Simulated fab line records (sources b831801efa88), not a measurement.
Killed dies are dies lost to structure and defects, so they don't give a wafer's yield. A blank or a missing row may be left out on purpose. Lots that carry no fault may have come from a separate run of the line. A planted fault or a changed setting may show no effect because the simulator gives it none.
fab line records -- flow gf180mcu
[record] lots = 12, wafers = 36, lastDay = 34
route steps=602 shown SALICIDE@281 CONTACT@287
lots that met no fault: taken from a fault-free run of the same line
startH: start of the lot's first displayed wafer, in hours after the record's first day -- waitH: how many hours have passed since the lot's step before this one -- " same as the row above -- L1.1+2: a single row standing in for several wafers -- - no value, or no start given -- * or withheld: withheld -- < > ~ a bound
route shown NAME@n: NAME is a module with steps in the file, n the number in the route of the first one -- usual: average and standard deviation across the fault-free wafers -- same: alike in all rows -- chamber/n: place in a boat -- sites: per-site readings -- _std_site: the standard deviation of these -- _edge_site: the outer-site mean with the inner-site mean subtracted -- radiusMm: for every site, how far away it sits from the centre of the wafer -- mask NAME#n: copy n -- behind: the last tool/chamber to shape the wafer -- hold: why the lot was held/for how many hours/how that ended -- device: names the non-switching transistor (n, p or np) -- end of line: at the end of the route, the tests of the same wafers -- where a step has no rows: the recipe by itself -- killed: at the first sort, the dies lost to defects and structure; wafer yield is something else -- map: a wafer's dies, marking killed ones x, the rest . and places with no die _
set.NAME: the setting that was run; set.NAME@STEP: the one run at that earlier step -- model.NAME: the simulator's own value behind a step, which no gauge read
route steps across a sampled set of lots; one table per step, one row per wafer
services: the hour from which a tool's chamber was out of use, counted from the record's first day as startH (under 0 if before that day), plus the number of hours and why
[[steps]]
[step GF_SALICIDE_SPUTTER_03]
[recipe] material = TiN, targetThkNm = 20, powerW = 6500, timeS = 16.7, chamberPressurePa = 0.4
[usual] throttleValvePct = 30.5/0.98
[same] timeS = 16.7
lot.wafer,tool,chamber,startH,waitH,throttleValvePct
L767.2,pvdSputter-01,-,337.90,0.0,29.7
L767.5,pvdSputter-01,-,337.90,0.0,31.5
L767.6,pvdSputter-01,-,337.90,0.0,31.6
L768.1,pvdSputter-04,-,348.43,0.0,29.0
L768.2,pvdSputter-04,-,348.43,0.0,29.6
L768.5,pvdSputter-04,-,348.43,0.0,29.1
L769.1,pvdSputter-02,-,353.69,0.0,31.3
L769.2,pvdSputter-02,-,353.69,0.0,29.7
L769.4,pvdSputter-02,-,353.69,0.0,31.4
L774.1,pvdSputter-04,-,398.29,0.0,28.9
L774.3,pvdSputter-04,-,398.29,0.0,29.6
L774.4,pvdSputter-04,-,398.29,0.0,30.4
L775.1,pvdSputter-01,-,410.49,0.0,30.7
L775.3,pvdSputter-01,-,410.49,0.0,31.5
L775.5,pvdSputter-01,-,410.49,0.0,30.7
L777.3,pvdSputter-04,-,426.57,0.0,28.8
L777.5,pvdSputter-04,-,426.57,0.0,30.4
L777.6,pvdSputter-04,-,426.57,0.0,28.9
L781.2,pvdSputter-01,-,473.09,0.0,31.6
L781.3,pvdSputter-01,-,473.09,0.0,31.5
L781.6,pvdSputter-01,-,473.09,0.0,30.7
L783.1,pvdSputter-02,-,483.22,0.0,29.2
L783.4,pvdSputter-02,-,483.22,0.0,31.3
L783.5,pvdSputter-02,-,483.22,0.0,29.4
L787.2,pvdSputter-02,-,514.59,0.0,31.4
L787.4,pvdSputter-02,-,514.59,0.0,29.9
L787.6,pvdSputter-02,-,514.59,0.0,29.6
L788.2,pvdSputter-02,-,518.55,0.0,31.5
L788.3,pvdSputter-02,-,518.55,0.0,29.6
L788.4,pvdSputter-02,-,518.55,0.0,29.4
L789.1,pvdSputter-01,-,521.72,0.0,29.5
L789.2,pvdSputter-01,-,521.72,0.0,31.6
L789.6,pvdSputter-01,-,521.72,0.0,31.5
L790.1,pvdSputter-04,-,532.78,0.0,30.3
L790.2,pvdSputter-04,-,532.78,0.0,30.1
L790.4,pvdSputter-04,-,532.78,0.0,29.1
[step GF_CONTACT_CVD_00]
[recipe] material = SiO2, targetThkNm = 300, sigmaOpenFrac = 0.3, tempC = 400, timeS = 50, sih4FlowSccm = 60, pressureMtorr = 6
[usual] sih4FlowSccm = 60.00/0.18
[same] timeS = 50
lot.wafer,tool,chamber,startH,waitH,sih4FlowSccm
L767.2,hdpcvd-01,2,338.40,0.1,60.06
L767.5,hdpcvd-01,0,338.40,0.1,59.90
L767.6,hdpcvd-01,2,338.40,0.1,60.05
L768.1,hdpcvd-02,0,348.93,0.1,60.10
L768.2,hdpcvd-02,1,348.93,0.1,60.41
L768.5,hdpcvd-02,1,348.93,0.1,60.31
L769.1,hdpcvd-02,0,354.19,0.1,59.75
L769.2,hdpcvd-02,2,354.19,0.1,60.21
L769.4,hdpcvd-02,0,354.19,0.1,59.74
L774.1,hdpcvd-02,2,398.79,0.1,59.57
L774.3,hdpcvd-02,1,398.79,0.1,59.93
L774.4,hdpcvd-02,1,398.79,0.1,60.02
L775.1,hdpcvd-02,2,410.99,0.1,60.21
L775.3,hdpcvd-02,0,410.99,0.1,59.94
L775.5,hdpcvd-02,2,410.99,0.1,60.01
L777.3,hdpcvd-02,0,427.17,0.1,60.11
L777.5,hdpcvd-02,1,427.17,0.1,60.15
L777.6,hdpcvd-02,2,427.17,0.1,60.02
L781.2,hdpcvd-02,0,473.59,0.1,29.85
L781.3,hdpcvd-02,2,473.59,0.1,59.89
L781.6,hdpcvd-02,0,473.59,0.1,30.03
L783.1,hdpcvd-01,1,483.73,0.1,60.11
L783.4,hdpcvd-01,1,483.73,0.1,59.92
L783.5,hdpcvd-01,0,483.73,0.1,59.90
L787.2,hdpcvd-01,2,515.21,0.1,60.09
L787.4,hdpcvd-01,1,515.21,0.1,59.96
L787.6,hdpcvd-01,0,515.21,0.1,60.06
L788.2,hdpcvd-01,0,519.06,0.1,59.77
L788.3,hdpcvd-01,1,519.06,0.1,59.96
L788.4,hdpcvd-01,2,519.06,0.1,60.06
L789.1,hdpcvd-01,1,522.22,0.1,59.91
L789.2,hdpcvd-01,0,522.22,0.1,60.11
L789.6,hdpcvd-01,1,522.22,0.1,59.68
L790.1,hdpcvd-01,1,533.29,0.1,59.57
L790.2,hdpcvd-01,2,533.29,0.1,59.83
L790.4,hdpcvd-01,2,533.29,0.1,60.20
[step GF_CONTACT_THK_MEAS_01]
[recipe] reads = SiO2_of_CONTACT_CVD_00
[usual] CONTACT_CVD_00_THK = 300/3.3
lot.wafer,tool,chamber,startH,waitH,CONTACT_CVD_00_THK[nm]
L767.2,filmMetro-03,-,338.46,0.0,298
L767.5,filmMetro-03,-,338.46,0.0,301
L767.6,filmMetro-03,-,338.46,0.0,300
L768.1,filmMetro-01,-,349.00,0.0,302
L768.2,filmMetro-01,-,349.00,0.0,301
L768.5,filmMetro-01,-,349.00,0.0,300
L769.1,filmMetro-03,-,354.24,0.0,299
L769.2,filmMetro-03,-,354.24,0.0,300
L769.4,filmMetro-03,-,354.24,0.0,298
L774.1,filmMetro-04,-,398.83,0.0,300
L774.3,filmMetro-04,-,398.83,0.0,298
L774.4,filmMetro-04,-,398.83,0.0,298
L775.1,filmMetro-01,-,411.03,0.0,299
L775.3,filmMetro-01,-,411.03,0.0,298
L775.5,filmMetro-01,-,411.03,0.0,297
L777.3,filmMetro-03,-,427.23,0.0,298
L777.5,filmMetro-03,-,427.23,0.0,294
L777.6,filmMetro-03,-,427.23,0.0,296
L781.2,filmMetro-04,-,473.64,0.0,148
L781.3,filmMetro-04,-,473.64,0.0,296
L781.6,filmMetro-04,-,473.64,0.0,150
L783.1,filmMetro-03,-,483.77,0.0,300
L783.4,filmMetro-03,-,483.77,0.0,298
L783.5,filmMetro-03,-,483.77,0.0,300
L787.2,filmMetro-03,-,515.27,0.0,302
L787.4,filmMetro-03,-,515.27,0.0,305
L787.6,filmMetro-03,-,515.27,0.0,308
L788.2,filmMetro-03,-,519.11,0.0,304
L788.3,filmMetro-03,-,519.11,0.0,303
L788.4,filmMetro-03,-,519.11,0.0,305
L789.1,filmMetro-03,-,522.26,0.0,303
L789.2,filmMetro-03,-,522.26,0.0,305
L789.6,filmMetro-03,-,522.26,0.0,301
L790.1,filmMetro-01,-,533.34,0.0,299
L790.2,filmMetro-01,-,533.34,0.0,300
L790.4,filmMetro-01,-,533.34,0.0,301
[step GF_CONTACT_BOW_MEAS_05]
[recipe] mode = bow
[usual] CONTACT_BOW = 64/7.3
lot.wafer,tool,chamber,startH,waitH,CONTACT_BOW[um]
L767.2,filmMetro-03,-,338.96,0.2,58
L767.5,filmMetro-03,-,338.96,0.2,67
L767.6,filmMetro-03,-,338.96,0.2,52
L768.1,filmMetro-01,-,349.49,0.2,67
L768.2,filmMetro-01,-,349.49,0.2,57
L768.5,filmMetro-01,-,349.49,0.2,63
L769.1,filmMetro-03,-,354.73,0.1,73
L769.2,filmMetro-03,-,354.73,0.1,59
L769.4,filmMetro-03,-,354.73,0.1,66
L774.1,filmMetro-03,-,399.32,0.1,54
L774.3,filmMetro-03,-,399.32,0.1,62
L774.4,filmMetro-03,-,399.32,0.1,48
L775.1,filmMetro-04,-,411.56,0.3,61
L775.3,filmMetro-04,-,411.56,0.3,64
L775.5,filmMetro-04,-,411.56,0.3,66
L777.3,filmMetro-04,-,427.74,0.3,69
L777.5,filmMetro-04,-,427.74,0.3,67
L777.6,filmMetro-04,-,427.74,0.3,62
L781.2,filmMetro-03,-,474.14,0.1,66
L781.3,filmMetro-03,-,474.14,0.1,67
L781.6,filmMetro-03,-,474.14,0.1,69
L783.1,filmMetro-04,-,484.26,0.1,61
L783.4,filmMetro-04,-,484.26,0.1,65
L783.5,filmMetro-04,-,484.26,0.1,56
L787.2,filmMetro-04,-,516.06,0.3,59
L787.4,filmMetro-04,-,516.06,0.3,64
L787.6,filmMetro-04,-,516.06,0.3,62
L788.2,filmMetro-01,-,519.61,0.3,68
L788.3,filmMetro-01,-,519.61,0.3,62
L788.4,filmMetro-01,-,519.61,0.3,68
L789.1,filmMetro-01,-,522.75,0.1,74
L789.2,filmMetro-01,-,522.75,0.1,68
L789.6,filmMetro-01,-,522.75,0.1,61
L790.1,filmMetro-01,-,533.83,0.1,51
L790.2,filmMetro-01,-,533.83,0.1,56
L790.4,filmMetro-01,-,533.83,0.1,52
[step GF_CONTACT_ETCH_17]
[recipe] chemistry = C4F8/O2/Ar, maskMaterial = KrF, target = SiO2, stopOn = CoSi2, sourceW = 1500, biasW = 1200, pressureMtorr = 40, c4f8FlowSccm = withheld, O2_flow_sccm = 6, Ar_flow_sccm = 300, timeS = withheld, targetDepthA = 8600
[usual] oesProductAu = 0.814/0.0053
lot.wafer,tool,chamber,startH,waitH,oesProductAu
L767.2,rieDiel-01,1,-,-,0.817
L767.5,rieDiel-01,1,-,-,0.816
L767.6,rieDiel-01,2,-,-,0.810
L768.1,rieDiel-02,2,-,-,0.816
L768.2,rieDiel-02,3,-,-,0.818
L768.5,rieDiel-02,2,-,-,0.809
L769.1,rieDiel-03,1,-,-,0.809
L769.2,rieDiel-03,2,-,-,0.821
L769.4,rieDiel-03,0,-,-,0.812
L774.1,rieDiel-02,3,-,-,0.811
L774.3,rieDiel-02,2,-,-,0.819
L774.4,rieDiel-02,1,-,-,0.817
L775.1,rieDiel-03,0,-,-,0.818
L775.3,rieDiel-03,1,-,-,0.822
L775.5,rieDiel-03,1,-,-,0.821
L777.3,rieDiel-02,3,-,-,0.813
L777.5,rieDiel-02,1,-,-,0.817
L777.6,rieDiel-02,0,-,-,0.807
L781.2,rieDiel-01,2,-,-,0.736
L781.3,rieDiel-01,0,-,-,0.809
L781.6,rieDiel-01,0,-,-,0.740
L783.1,rieDiel-02,3,-,-,0.818
L783.4,rieDiel-02,0,-,-,0.819
L783.5,rieDiel-02,1,-,-,0.812
L787.2,rieDiel-03,1,-,-,0.805
L787.4,rieDiel-03,2,-,-,0.815
L787.6,rieDiel-03,3,-,-,0.822
L788.2,rieDiel-01,3,-,-,0.829
L788.3,rieDiel-01,2,-,-,0.819
L788.4,rieDiel-01,1,-,-,0.812
L789.1,rieDiel-02,1,-,-,0.807
L789.2,rieDiel-02,0,-,-,0.813
L789.6,rieDiel-02,3,-,-,0.807
L790.1,rieDiel-02,3,-,-,0.811
L790.2,rieDiel-02,1,-,-,0.813
L790.4,rieDiel-02,2,-,-,0.814
[step GF_CONTACT_STRIP_18]
[recipe] chemistry = O2/N2, powerW = 1400, pressureMtorr = 1500, platenTempC = 250, o2FlowSccm = 3000, n2FlowSccm = 300, overashFraction = 0.5
[usual] drypumpMotorCurrentA = 5.9/0.49, heaterPowerW = 306/22, oesProductAu = 0.579/0.0052
[same] overashFraction = 0.5
lot.wafer,tool,chamber,startH,waitH,drypumpMotorCurrentA,heaterPowerW,oesProductAu,rfHoursCounterH
L767.2,plasmaAsher-02,1,361.22,-,5.7,280,0.583,25
L767.5,plasmaAsher-02,0,361.22,-,5.9,291,0.584,-
L767.6,plasmaAsher-02,1,361.22,-,5.7,290,0.576,-
L768.1,plasmaAsher-04,0,372.72,-,6.7,306,0.588,73
L768.2,plasmaAsher-04,1,372.72,-,5.5,294,0.585,73
L768.5,plasmaAsher-04,0,372.72,-,6.7,315,0.575,-
L769.1,plasmaAsher-02,1,377.17,-,5.7,287,0.576,26
L769.2,plasmaAsher-02,0,377.17,-,5.9,293,0.583,26
L769.4,plasmaAsher-02,1,377.17,-,5.6,283,0.577,-
L774.1,plasmaAsher-02,1,423.67,-,5.6,284,0.586,30
L774.3,plasmaAsher-02,1,423.67,-,5.6,277,0.579,-
L774.4,plasmaAsher-02,0,423.67,-,5.9,290,0.575,-
L775.1,plasmaAsher-03,1,435.57,-,6.0,327,0.569,68
L775.3,plasmaAsher-03,0,435.57,-,5.1,354,0.575,-
L775.5,plasmaAsher-03,1,435.57,-,6.0,329,0.584,-
L777.3,plasmaAsher-02,1,452.77,-,5.7,285,0.582,-
L777.5,plasmaAsher-02,0,452.77,-,5.9,300,0.583,-
L777.6,plasmaAsher-02,1,452.77,-,5.7,286,0.588,-
L781.2,plasmaAsher-03,1,498.07,-,6.0,335,0.577,75
L781.3,plasmaAsher-03,0,498.07,-,5.1,370,0.577,-
L781.6,plasmaAsher-03,1,498.07,-,6.0,339,0.579,-
L783.1,plasmaAsher-02,0,508.39,-,5.9,296,0.577,40
L783.4,plasmaAsher-02,0,508.39,-,5.9,293,0.586,-
L783.5,plasmaAsher-02,1,508.39,-,5.6,285,0.569,-
L787.2,plasmaAsher-04,1,539.07,-,5.5,286,0.583,92
L787.4,plasmaAsher-04,0,539.07,-,6.7,305,0.581,-
L787.6,plasmaAsher-04,1,539.07,-,5.5,296,0.583,-
L788.2,plasmaAsher-03,1,543.42,-,6.0,334,0.589,81
L788.3,plasmaAsher-03,0,543.42,-,5.1,356,0.583,-
L788.4,plasmaAsher-03,1,543.42,-,6.0,327,0.578,-
L789.1,plasmaAsher-02,1,545.87,-,5.7,284,0.573,44
L789.2,plasmaAsher-02,0,545.87,-,5.9,295,0.574,44
L789.6,plasmaAsher-02,0,545.87,-,5.9,288,0.580,-
L790.1,plasmaAsher-04,0,556.42,-,6.7,308,0.580,94
L790.2,plasmaAsher-04,1,556.42,-,5.5,292,0.579,94
L790.4,plasmaAsher-04,0,556.42,-,6.7,307,0.574,-
[[services]]
tool,chamber,startH,hours,kind
pvdSputter-01,-,314.88,14.4,repair
hdpcvd-02,-,329.79,1.3,repair
hdpcvd-02,2,338.12,13.1,repair
hdpcvd-02,-,339.53,0.3,repair
rieDiel-03,3,365.73,6.0,repair
pvdSputter-02,-,365.87,0.6,repair
rieDiel-02,1,370.31,4.7,repair
pvdSputter-04,-,375.21,0.6,repair
rieDiel-02,1,392.00,4.5,repair
hdpcvd-01,-,393.45,4.3,pm
hdpcvd-01,-,398.47,2.9,repair
rieDiel-02,2,398.58,13.4,repair
pvdSputter-02,-,401.14,6.1,repair
hdpcvd-02,0,402.98,6.1,repair
pvdSputter-04,-,408.35,5.3,repair
hdpcvd-02,1,447.27,8.6,repair
rieDiel-02,0,459.68,9.1,repair
hdpcvd-01,-,471.57,0.8,repair
pvdSputter-04,-,476.01,1.4,repair
pvdSputter-01,-,484.12,6.3,repair
pvdSputter-04,-,506.16,4.1,repair
hdpcvd-02,0,518.80,5.8,repair
pvdSputter-02,-,528.27,2.2,repair
hdpcvd-01,-,539.25,15.0,pm
[[key]]
[firstSign] step = GF_CONTACT_CVD_00, reading = sih4FlowSccm, direction = down, sigmas = 99+, usual = 60.00, struck = 29.94
[effect] step = GF_CONTACT_THK_MEAS_01, reading = CONTACT_CVD_00_THK, direction = down, sigmas = 46, usual = 300, struck = 149
[effect] step = GF_CONTACT_ETCH_17, reading = oesProductAu, direction = down, sigmas = 14, usual = 0.814, struck = 0.738
metAt GF_CONTACT_CVD_00
struckLots L781
struckWafers L781.2,L781.6
testerLeftOut L781
notActingAt GF_SALICIDE_SPUTTER_03,GF_CONTACT_BOW_MEAS_05,GF_CONTACT_STRIP_18
onsetBetween 427.17 473.59
[fault] kind = processParameterDrift, tool = hdpcvd-02, chamber = 0, onsetH = 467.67, steps = GF_CONTACT_CVD_00, channel = sih4FlowSccm, offset = -30, shape = step, endH = 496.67, actsIn = theseRecipesOnly, stated = 60
// testerLeftOut: of these lots the tester's yield and bins aren't shown, on N5 and GAA mostly nor the transistor test; their killed dies are dies lost to structure and defects alone, not to doping, threshold or leakage, so they don't give the yield
